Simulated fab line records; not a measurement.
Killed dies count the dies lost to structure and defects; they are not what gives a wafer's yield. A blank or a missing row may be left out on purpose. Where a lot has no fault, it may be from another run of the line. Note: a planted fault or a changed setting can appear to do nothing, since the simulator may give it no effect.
A lot that was struck, set against a sound lot -- flow sky130 -- 17 steps out of a route of 708
Sound: these wafers, L444.1, L444.2, L444.5. The struck wafers were L439.1, L439.2, L439.6. The cause is given at the end.
Each step with rows lists, per side, the tool, then ch with its chambers, then its first start. Under that, the readings that differ: sound wafers -- struck wafers -- difference of the means -- sigmas: that difference in standard deviations of wafers without a fault.
alike: readings whose means differ by less than 2 such deviations, and words and numbers that are the same on both sides. not compared: withheld readings, readings that some wafer has no value for, bounds like >300 that may hide the same value, and numbers for which the record gives no deviation and whose values overlap.
A row with sigmas, a row that says differs or no value, or rows on one side alone: a step with any of these is where the two part. When numbers do not overlap yet have no deviation, they are printed without sigmas and do not part them. A reading that every wafer of one side lacks parts them only if that side has two wafers or more.

first, 1 step without rows for these wafers: SKY_LDD_N_IMPLANT_15.
SKY_LDD_N_STRIP_16: strips in O2/N2.
  sound on plasma asher-01 ch 0,1, day 22 23:00; struck on plasma asher-02 ch 0,1, day 21 09:15
  alike: drypump motor current A, o2 flow sccm, oes product au, strip time to endpoint s
  not compared: rf hours counter h
SKY_LDD_N_TW_MEAS_17:
  sound: film metro-03 at day 22 23:06; struck: film metro-02 at day 21 09:21
  alike: LDD_N_TW
then, 7 steps without rows for these wafers: SKY_LDD_P_DEHYDRATE_00 (time 60 s); SKY_LDD_P_HMDS_01 (prime time 60 s); SKY_LDD_P_COAT_02 (resist thk 1140 nm); SKY_LDD_P_SOFTBAKE_03 (time 60 s); SKY_LDD_P_EXPOSE_04 (exposes mask PSDM, target cd 380 nm); SKY_LDD_P_PEB_05; SKY_LDD_P_DEVELOP_06 (develop time 60 s).
SKY_LDD_P_CD_MEAS_07 targets a cd of 380 nm.
  sound: cd sem-01 at day 24 05:03; struck: cd sem-01 at day 22 15:56
  alike: cd nm
SKY_LDD_P_OVL_MEAS_08:
  sound: overlay-02 at day 24 05:10; struck: overlay-01 at day 22 16:04
  alike: LDD_P_OVL
SKY_LDD_P_IMPLANT_09:
  sound on implanter-03 ch 0, day 24 05:12; struck on implanter-04 ch 0, day 22 16:06
SKY_LDD_P_STRIP_10: strips in O2/N2.
  sound on plasma asher-04 ch 0,1, day 24 05:21; struck on plasma asher-02 ch 0,1, day 22 16:15
  alike: drypump motor current A, o2 flow sccm, oes product au, strip time to endpoint s
  not compared: rf hours counter h
SKY_LDD_P_TW_MEAS_11:
  sound: film metro-03 at day 24 05:27; struck: film metro-04 at day 22 16:21
reading,sound,struck,difference,sigmas
LDD_P_TW,641 639 637,624 623 627,-14,-3
then, 1 step without rows for these wafers: SKY_LDD_HVN_DEHYDRATE_00 (time 60 s).
-- the record jumps here: 26 days lie between the struck wafers' starts before and after (it left off in module LDD_HVN and takes up again in module PAD_OPEN, whose first step shown is number 708 of the route) --
SKY_PAD_OPEN_PROBE_99:
  sound: prober-01 at day 49 05:53; struck: prober-02 at day 48 06:29
reading,sound,struck,difference,sigmas
model.etest.tip p.rs ohm sq range,273.9 255.8 238.5,1748 1619 1799,+1466,
model.etest.tip p.rs ohm sq rim less centre,-111.1 37.35 -60.48,510.2 525 534.9,+568.1,
model.etest.pfet_01v8.drive ua um range,5.848 6.633 9.093,13.42 11.53 10.53,+4.64,
model.etest.pfet_01v8.vt v range,0.008253 0.01095 0.02045,0.02782 0.03432 0.03104,+0.01784,

WHERE THEY PART
Only at SKY_LDD_P_TW_MEAS_11, as far as this record shows.

WHY: whatever the simulator had introduced
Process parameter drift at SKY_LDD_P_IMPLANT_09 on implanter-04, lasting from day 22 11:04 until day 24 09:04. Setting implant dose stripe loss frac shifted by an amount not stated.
